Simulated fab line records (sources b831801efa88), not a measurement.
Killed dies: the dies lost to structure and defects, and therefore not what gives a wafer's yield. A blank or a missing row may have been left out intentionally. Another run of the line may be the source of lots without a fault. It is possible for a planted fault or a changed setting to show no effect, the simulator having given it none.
fab line records	flow sky130
[record] lots = 13	wafers = 37	last_day = 50
route steps=708 shown METAL4@600 CAP2M@605
lots with no fault: from the same line, run without faults
start_h: hours from the record's first day to the start of the lot's first wafer shown	wait_h: hours since the lot's step before	" unchanged from the row above	L1.1+2: a single row standing in for several wafers	- value missing, or start not given	* or withheld: withheld	< > ~ a bound
route shown NAME@n: a module of which the file shows steps, and the number in the route of the first	usual: mean and standard deviation over wafers with no fault	same: alike in all rows	chamber/n: place in a boat	sites: readings site by site	_std_site: standard deviation of those values	_edge_site: mean of outer sites minus mean of inner sites	radius_mm: for every site, how far away it sits from the centre of the wafer	mask NAME#n: copy n	behind: the tool/chamber that last shaped the wafer	hold: the reason the lot was held/the length of the hold in hours/how it ended	device: transistor that didn't switch, given as n, p or np	end of line: tests of these same wafers at the route's end	a step without rows: its recipe alone	killed: count of dies lost to structure and defects at first sort (not the wafer's yield)	map: the dies of a wafer, with x for killed, . for not killed, _ for no die there
set.NAME: the run value of the setting; set.NAME@STEP: its run value at that earlier step	model.NAME: the simulator's own value behind a step, which no gauge read
one table for each step of the route and one row for each wafer, over a sample of lots
services: from which hour (start_h, from the record's first day; less than 0 if before it) a tool's chamber was out of use, for how many hours, and why
[[steps]]
[step SKY_METAL4_SPUTTER_02]
[recipe] material = AlCu	target_thk_nm = 735	power_w = 10600	time_s = 39.1	chamber_pressure_pa = 0.4
[usual] throttle_valve_pct = 29.9/1.6
lot.wafer	tool	chamber	start_h	wait_h	throttle_valve_pct
L498.1	pvd_sputter-03	-	946.53	0.0	29.8
L498.4	"	-	"	"	26.9
L498.6	"	-	"	"	29.6
L500.1	pvd_sputter-03	-	955.42	0.0	30.0
L500.2	"	-	"	"	27.3
L500.6	"	-	"	"	27.1
L499.2	pvd_sputter-04	-	958.97	0.0	28.3
L499.4	"	-	"	"	30.4
L499.5	"	-	"	"	31.2
L501.3	pvd_sputter-01	-	962.99	0.0	28.9
L501.4	"	-	"	"	29.0
L501.5	"	-	"	"	30.9
L502.3	pvd_sputter-04	-	969.91	0.0	30.2
L502.5	"	-	"	"	30.7
L502.6	"	-	"	"	32.4
L503.1	pvd_sputter-03	-	974.05	0.0	29.8
L503.3	"	-	"	"	30.1
L503.5	"	-	"	"	29.9
L505.1	pvd_sputter-03	-	991.50	0.0	31.8
L505.3	"	-	"	"	29.5
L505.5	"	-	"	"	30.0
L506.1	pvd_sputter-04	-	999.92	0.0	32.2
L506.5	"	-	"	"	28.4
L509.2	pvd_sputter-03	-	1009.06	0.0	31.5
L509.5	"	-	"	"	31.7
L509.6	"	-	"	"	30.2
L518.2	pvd_sputter-03	-	1073.56	0.0	31.8
L518.4	"	-	"	"	27.3
L518.6	"	-	"	"	27.1
L519.1	pvd_sputter-04	-	1078.54	0.0	30.4
L519.2	"	-	"	"	28.5
L519.4	"	-	"	"	31.3
L520.1	pvd_sputter-03	-	1082.65	0.0	27.4
L520.2	"	-	"	"	30.2
L520.4	"	-	"	"	31.7
L521.3	pvd_sputter-01	-	1083.38	0.0	31.0
L521.5	"	-	"	"	29.1
[step SKY_CAP2M_SPUTTER_02]
[recipe] material = TiN	target_thk_nm = 200	temp_c = 300	power_w = 6500	time_s = 166.7	chamber_pressure_pa = 0.4
[usual] throttle_valve_pct = 29.8/1.1
lot.wafer	tool	chamber	start_h	wait_h	throttle_valve_pct
L498.1	pvd_sputter-04	-	946.72	0.1	30.3
L498.4	"	-	"	"	32.3
L498.6	"	-	"	"	32.1
L500.1	pvd_sputter-04	-	955.61	0.1	31.1
L500.2	"	-	"	"	28.5
L500.6	"	-	"	"	31.5
L499.2	pvd_sputter-03	-	959.16	0.0	31.7
L499.4	"	-	"	"	31.7
L499.5	"	-	"	"	27.3
L501.3	pvd_sputter-02	-	963.18	0.0	29.3
L501.4	"	-	"	"	29.2
L501.5	"	-	"	"	29.7
L502.3	pvd_sputter-03	-	970.09	0.0	30.5
L502.5	"	-	"	"	27.1
L502.6	"	-	"	"	30.3
L503.1	pvd_sputter-02	-	974.24	0.1	29.1
L503.3	"	-	"	"	29.6
L503.5	"	-	"	"	29.1
L505.1	pvd_sputter-04	-	991.69	0.1	32.2
L505.3	"	-	"	"	30.2
L505.5	"	-	"	"	28.6
L506.1	pvd_sputter-02	-	1000.12	0.1	29.2
L506.5	"	-	"	"	29.4
L509.2	pvd_sputter-02	-	1009.26	0.0	29.2
L509.5	"	-	"	"	28.9
L509.6	"	-	"	"	29.8
L518.2	pvd_sputter-02	-	1073.75	0.0	29.8
L518.4	"	-	"	"	29.4
L518.6	"	-	"	"	29.4
L519.1	pvd_sputter-03	-	1078.73	0.1	29.9
L519.2	"	-	"	"	27.2
L519.4	"	-	"	"	29.9
L520.1	pvd_sputter-04	-	1082.84	0.1	32.3
L520.2	"	-	"	"	30.4
L520.4	"	-	"	"	31.1
L521.3	pvd_sputter-02	-	1083.61	0.0	29.3
L521.5	"	-	"	"	29.4
[step SKY_METAL4_OVL_MEAS_14]
[usual] METAL4_OVL = 1/5.7
lot.wafer	tool	chamber	start_h	wait_h	METAL4_OVL[nm]
L498.1	overlay-02	-	994.75	0.1	-4
L498.4	"	-	"	"	2
L498.6	"	-	"	"	0
L500.1	overlay-01	-	1003.38	0.1	-3
L500.2	"	-	"	"	3
L500.6	"	-	"	"	-4
L499.2	overlay-02	-	1007.19	0.1	1
L499.4	"	-	"	"	2
L499.5	"	-	"	"	2
L501.3	overlay-02	-	1011.46	0.1	-7
L501.4	"	-	"	"	-8
L501.5	"	-	"	"	-2
L502.3	overlay-01	-	1017.41	0.1	9
L502.5	"	-	"	"	3
L502.6	"	-	"	"	16
L503.1	overlay-01	-	1020.93	0.1	-2
L503.3	"	-	"	"	2
L503.5	"	-	"	"	-3
L505.1	overlay-02	-	1038.15	0.1	5
L505.3	"	-	"	"	0
L505.5	"	-	"	"	-2
L506.1	overlay-02	-	1047.33	0.1	6
L506.5	"	-	"	"	0
L509.2	overlay-02	-	1054.61	0.1	-5
L509.5	"	-	"	"	-2
L509.6	"	-	"	"	1
L518.2	overlay-01	-	1115.99	0.1	-8
L518.4	"	-	"	"	-6
L518.6	"	-	"	"	-6
L519.1	overlay-02	-	1119.80	0.1	5
L519.2	"	-	"	"	3
L519.4	"	-	"	"	2
L520.1	overlay-02	-	1125.23	0.1	-9
L520.2	"	-	"	"	-3
L520.4	"	-	"	"	-10
L521.3	overlay-02	-	1126.31	0.1	7
L521.5	"	-	"	"	13
[step SKY_METAL4_ETCH_17]
[recipe] target = SiO2	stop_on = TiN	chemistry = C4F8/O2/Ar	source_w = 1500	bias_w = 1200	pressure_mtorr = 40	c4f8_flow_sccm = withheld	O2_flow_sccm = 6	Ar_flow_sccm = 300	time_s = 3.9	target_depth_a = 150
[usual] chamber_pressure_mTorr = 40.00/0.032	oes_product_au = 0.753/0.007
lot.wafer	tool	chamber	start_h	wait_h	chamber_pressure_mTorr	oes_product_au	rf_hours_counter_h
L498.1	rie_diel-02	1	994.92	0.1	39.96	0.750	24
L498.4	"	0	"	"	40.04	0.761	11
L498.6	"	2	"	"	40.04	0.759	-
L500.1	rie_diel-02	1	1003.55	0.1	39.95	0.741	25
L500.2	"	2	"	"	40.01	0.759	18
L500.6	"	3	"	"	40.04	0.767	-
L499.2	rie_diel-03	0	1007.35	0.1	39.99	0.759	14
L499.4	"	0	"	"	39.98	0.752	-
L499.5	"	2	"	"	40.00	0.768	-
L501.3	rie_diel-01	1	1011.62	0.0	39.99	0.756	13
L501.4	"	0	"	"	39.95	0.761	17
L501.5	"	2	"	"	39.99	0.751	-
L502.3	rie_diel-02	2	1017.57	0.0	40.03	0.752	19
L502.5	"	0	"	"	39.97	0.752	-
L502.6	"	3	"	"	39.99	0.767	-
L503.1	rie_diel-01	3	1021.10	0.1	40.00	0.744	15
L503.3	"	2	"	"	39.99	0.744	10
L503.5	"	2	"	"	39.96	0.754	-
L505.1	rie_diel-03	2	1038.32	0.1	40.00	0.754	6
L505.3	"	1	"	"	40.05	0.740	20
L505.5	"	1	"	"	39.99	0.764	-
L506.1	rie_diel-01	1	1047.50	0.1	40.00	0.751	14
L506.5	"	0	"	"	39.95	0.746	-
L509.2	rie_diel-03	1	1054.77	0.1	40.05	0.751	21
L509.5	"	1	"	"	39.93	0.754	-
L509.6	"	0	"	"	39.93	0.749	-
L518.2	rie_diel-02	1	1116.15	0.1	40.01	0.749	29
L518.4	"	2	"	"	40.05	0.754	21
L518.6	"	0	"	"	40.04	0.753	-
L519.1	rie_diel-03	0	1119.97	0.1	39.95	0.755	18
L519.2	"	2	"	"	40.01	0.752	9
L519.4	"	3	"	"	40.02	0.739	15
L520.1	rie_diel-03	2	1125.40	0.1	40.06	0.761	9
L520.2	"	1	"	"	39.99	0.759	23
L520.4	"	0	"	"	40.02	0.764	18
L521.3	rie_diel-01	1	1126.47	0.0	39.98	0.759	16
L521.5	"	2	"	"	39.97	0.750	-
[step SKY_METAL4_METAL_ETCH_18]
[recipe] target_depth_a = 8450	stop_on = SiO2	over_etch_frac = 0.3	time_s = 183.1	chemistry = Cl2/BCl3	resist_sidewall_deg = 88	pressure_mtorr = 10	icp_w = 900	bias_w = 48.5	Cl2_flow_sccm = 60	bcl3_flow_sccm = 30
[usual] chamber_pressure_mTorr = 10.000/0.0095	drypump_motor_current_A = 5.4/0.51	oes_product_au = 0.868/0.0066	throttle_valve_pct = 22.264/0.0084
lot.wafer	tool	chamber	start_h	wait_h	chamber_pressure_mTorr	drypump_motor_current_A	oes_product_au	rf_hours_counter_h	throttle_valve_pct
L498.1	rie_metal-04	1	994.94	0.0	10.013	5.0	0.860	9	22.273
L498.4	"	1	"	"	10.013	5.0	0.871	-	22.271
L498.6	"	1	"	"	9.986	5.0	0.853	-	22.271
L500.1	rie_metal-02	0	1003.57	0.0	10.004	6.0	0.880	7	22.261
L500.2	"	1	"	"	9.971	4.7	0.868	13	22.259
L500.6	"	1	"	"	10.015	4.7	0.873	-	22.270
L499.2	rie_metal-02	1	1007.37	0.0	9.998	4.7	0.861	13	22.265
L499.4	"	0	"	"	9.996	5.9	0.865	-	22.263
L499.5	"	0	"	"	9.989	6.0	0.875	-	22.251
L501.3	rie_metal-01	0	1011.69	0.1	10.012	5.6	0.864	-	22.255
L501.4	"	1	"	"	9.994	5.1	0.864	-	22.249
L501.5	"	1	"	"	10.017	5.1	0.865	-	22.260
L502.3	rie_metal-01	1	1017.65	0.1	10.001	5.1	0.877	-	22.268
L502.5	"	1	"	"	9.999	5.1	0.874	-	22.271
L502.6	"	0	"	"	10.001	5.6	0.876	-	22.258
L503.1	rie_metal-02	1	1021.12	0.0	9.991	4.7	0.863	14	22.264
L503.3	"	0	"	"	9.993	6.0	0.865	-	22.263
L503.5	"	1	"	"	9.991	4.7	0.863	-	22.265
L505.1	rie_metal-01	1	1038.34	0.0	10.005	5.0	0.873	15	22.281
L505.3	"	1	"	"	10.002	5.1	0.870	-	22.267
L505.5	"	0	"	"	10.012	5.6	0.869	-	22.259
L506.1	rie_metal-01	0	1047.52	0.0	10.004	5.6	0.874	20	22.257
L506.5	"	0	"	"	10.009	5.6	0.864	-	22.268
L509.2	rie_metal-01	1	1054.79	0.0	10.005	5.1	0.979	17	22.249
L509.5	"	0	"	"	9.990	5.6	0.994	-	22.267
L509.6	"	1	"	"	10.002	5.1	0.876	-	22.268
L518.2	rie_metal-02	1	1116.17	0.0	9.979	4.7	0.869	21	22.268
L518.4	"	1	"	"	9.984	4.7	0.874	-	22.270
L518.6	"	0	"	"	10.003	6.0	0.875	-	22.265
L519.1	rie_metal-01	1	1119.99	0.0	9.991	5.1	0.866	21	22.266
L519.2	"	0	"	"	10.002	5.6	0.860	26	22.269
L519.4	"	1	"	"	10.004	5.1	0.851	-	22.254
L520.1	rie_metal-01	1	1125.42	0.0	10.010	5.1	0.866	22	22.266
L520.2	"	0	"	"	10.009	5.6	0.876	26	22.253
L520.4	"	0	"	"	10.011	5.6	0.864	-	22.264
L521.3	rie_metal-02	1	1126.55	0.1	10.002	4.7	0.877	-	22.267
L521.5	"	1	"	"	10.008	4.6	0.860	-	22.262
[[services]]
tool	chamber	start_h	hours	kind
pvd_sputter-02	-	924.66	0.9	repair
rie_diel-01	3	928.80	8.2	repair
pvd_sputter-03	1	946.64	-	consumable_replace:kit
rie_diel-03	1	953.66	2.6	repair
rie_diel-03	1	977.87	9.7	repair
rie_diel-02	0	978.90	4.9	repair
rie_metal-02	-	990.33	2.1	repair
rie_diel-03	3	991.82	18.7	repair
pvd_sputter-01	-	993.17	8.9	repair
pvd_sputter-04	-	1009.33	5.6	repair
rie_diel-01	1	1009.39	1.5	repair
rie_diel-03	-	1018.89	0.9	repair
rie_diel-02	-	1020.95	0.6	repair
rie_diel-02	0	1028.29	1.3	repair
rie_diel-01	1	1028.38	5.7	repair
rie_diel-02	2	1028.54	28.3	repair
rie_metal-02	-	1064.07	1.4	pm
pvd_sputter-02	-	1076.90	0.5	repair
rie_diel-03	3	1079.84	2.9	repair
rie_diel-03	1	1083.33	2.2	repair
pvd_sputter-01	-	1083.56	1.7	repair
rie_metal-02	0	1108.04	1.9	repair
pvd_sputter-03	-	1118.13	2.8	repair
rie_diel-01	3	1121.04	3.4	repair
[[key]]
[first_sign] step = SKY_METAL4_METAL_ETCH_18	reading = oes_product_au	direction = up	sigmas = 18	usual = 0.868	struck = 0.987
effect none on later readings
met_at SKY_METAL4_SPUTTER_02
struck_lots L509
struck_wafers L509.2,L509.5
later_rows_left_out L509.2
sort_left_out L509.2,L509.5
not_acting_at SKY_CAP2M_SPUTTER_02,SKY_METAL4_OVL_MEAS_14,SKY_METAL4_ETCH_17
onset_between 991.50 1009.06
[fault] kind = process_parameter_drift	tool = pvd_sputter-03	chamber = -	onset_h = 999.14	steps = SKY_METAL4_SPUTTER_02	channel = target_thk_nm	offset = 217.64	shape = step	end_h = 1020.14	acts_in = these_recipes_only	stated = 735	scope = struck_wafers_only
// sort_left_out: the simulated sort isn't trusted on such a fault, so these wafers' sort isn't shown, and their yield isn't known
// later_rows_left_out: the simulator's readings of these wafers behind a module that went badly wrong aren't trusted and aren't shown, but for the sort
